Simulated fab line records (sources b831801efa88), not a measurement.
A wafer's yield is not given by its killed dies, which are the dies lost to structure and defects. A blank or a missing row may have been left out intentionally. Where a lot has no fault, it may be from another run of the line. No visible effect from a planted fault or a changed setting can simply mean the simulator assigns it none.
A struck lot beside a sound one	flow gf180mcu	18 steps out of a route of 602
Sound: the wafers L342.3, L342.4, L342.6. The struck wafers were L344.2, L344.3, L344.5. At the end, the cause is stated.
For every step that has rows: the tool of each side, followed by ch and its chambers, followed by its first start. Under that, the readings that differ: sound wafers	struck wafers	difference of the means	sigmas: that difference in standard deviations of wafers without a fault.
alike: a reading whose means differ by less than 2 such deviations, as well as words and numbers matching on both sides. not compared: withheld readings; readings where some wafer has no value; bounds like >300 that might hide an equal value; numbers whose values overlap and for which the record gives no deviation.
A row with sigmas, a row that says differs or no value, or rows on one side alone: a step with any of these is where the two part. Numbers that have no deviation but don't overlap get no sigmas and don't part them. Lack of a reading on every wafer of one side parts them only where that side has two or more wafers.

first, 3 steps without rows for these wafers: GF_V2_EXPOSE_11 (exposes mask Via2, target cd 260 nm); GF_V2_PEB_12 (peb time 90 s); GF_V2_DEVELOP_13 (develop time 60 s).
GF_V2_CD_MEAS_14: target cd 260 nm.
  sound on cd sem-01, day 23 01:04; struck on cd sem-02, day 23 07:01
reading	sound	struck	difference	sigmas
cd nm (nm)	262.7 262.1 262.1	257.9 260.0 259.4	-3.2	-3
GF_V2_OVL_MEAS_15:
  sound on overlay-02, day 23 01:10; struck on overlay-01, day 23 07:08
  alike: V2_OVL
GF_V2_ETCH_16: etches BARC in N2/H2.
  sound on rie diel-02 ch 0,1,2, day 23 01:11; struck on rie diel-01 ch 0,1,3, day 23 07:10
  alike: chamber pressure mTorr, drypump motor current A, oes product au, throttle valve pct
GF_V2_ETCH_17: etches SiO2 in C4F8/O2/Ar, stops on TiN, target depth 630 nm.
  sound on rie diel-02 ch 0,1,2; struck on rie diel-01 ch 0,1,3
  alike: chamber pressure mTorr, oes product au
GF_V2_STRIP_18: strips in O2/N2.
  sound on plasma asher-04 ch 0,1, day 23 01:21; struck on plasma asher-04 ch 0,1, day 23 07:17
  alike: chamber pressure mTorr, drypump motor current A, heater power w, o2 flow sccm, oes product au
  not compared: rf hours counter h
then, 3 steps without rows for these wafers: GF_V2_STRIP_19 (strips in post etch residue remover, time 1200 s); GF_V2_CLEAN_20 (cleans in DIW); GF_V2_SPUTTER_21 (material Ti, target thk 15 nm, time 80.02 s).
GF_V2_SPUTTER_22: material TiN, target thk 10 nm, time 40 s.
  sound on pvd sputter-02, day 23 01:55; struck on pvd sputter-03, day 23 07:53
  alike: throttle valve pct
GF_V2_CVD_23: deposits W, target thk 350 nm, time 104.94 s.
  sound on cvd w-02 ch 0,1, day 23 01:59; struck on cvd w-01 ch 0,1, day 23 07:55
reading	sound	struck	difference	sigmas
susceptor temp C (C)	400.11 399.88 400.32	390.89 391.32 391.64	-8.82	-37
model.W_of_V2_CVD_23.thk nm (nm)	352.2 360.8 357	294.7 298.9 299.5	-59.0	
  alike: heater power w
GF_V2_RS_MEAS_24: a four-point-probe measurement.
  sound on film metro-01, day 23 02:06; struck on film metro-04, day 23 08:28
reading	sound	struck	difference	sigmas
V2_W_RS (ohm/sq)	0.325 0.317 0.320	0.390 0.384 0.384	+0.065	+18
  not compared: hold
GF_V2_THK_MEAS_25: measures by xrf.
  sound on film metro-01, day 23 02:12; struck on film metro-04, day 23 12:25
reading	sound	struck	difference	sigmas
V2_W_THK (nm)	362 369 369	306 309 310	-58	-10
  not compared: hold
GF_V2_CMP_26: polishes, stops on SiO2, t overpolish 15 s, target thk 0 nm.
  sound on cmp-01 ch 0,2, day 23 02:14; struck on cmp-02 ch 0,2,3, day 23 14:25
reading	sound	struck	difference	sigmas
hold	- - -	await dispo/1.9h/release await dispo/1.9h/release await dispo/1.9h/release	no value on the sound wafers	
time to endpoint s (s)	85 91 90	73 75 76	-14	-4
  alike: motor current A
GF_M3_SPUTTER_00: material Ti, target thk 37.5 nm, time 150 s.
  sound on pvd sputter-03, day 23 02:32; struck on pvd sputter-01, day 23 14:40
  alike: throttle valve pct
GF_PASSIVATION_PROBE_99:
  the record holds rows for the sound wafers here (prober-02, day 31 07:34) but none for the struck ones

## WHERE THEY PART
Last at GF_PASSIVATION_PROBE_99 as far as this record goes, first at GF_V2_CD_MEAS_14.

WHY: what the simulator had put in
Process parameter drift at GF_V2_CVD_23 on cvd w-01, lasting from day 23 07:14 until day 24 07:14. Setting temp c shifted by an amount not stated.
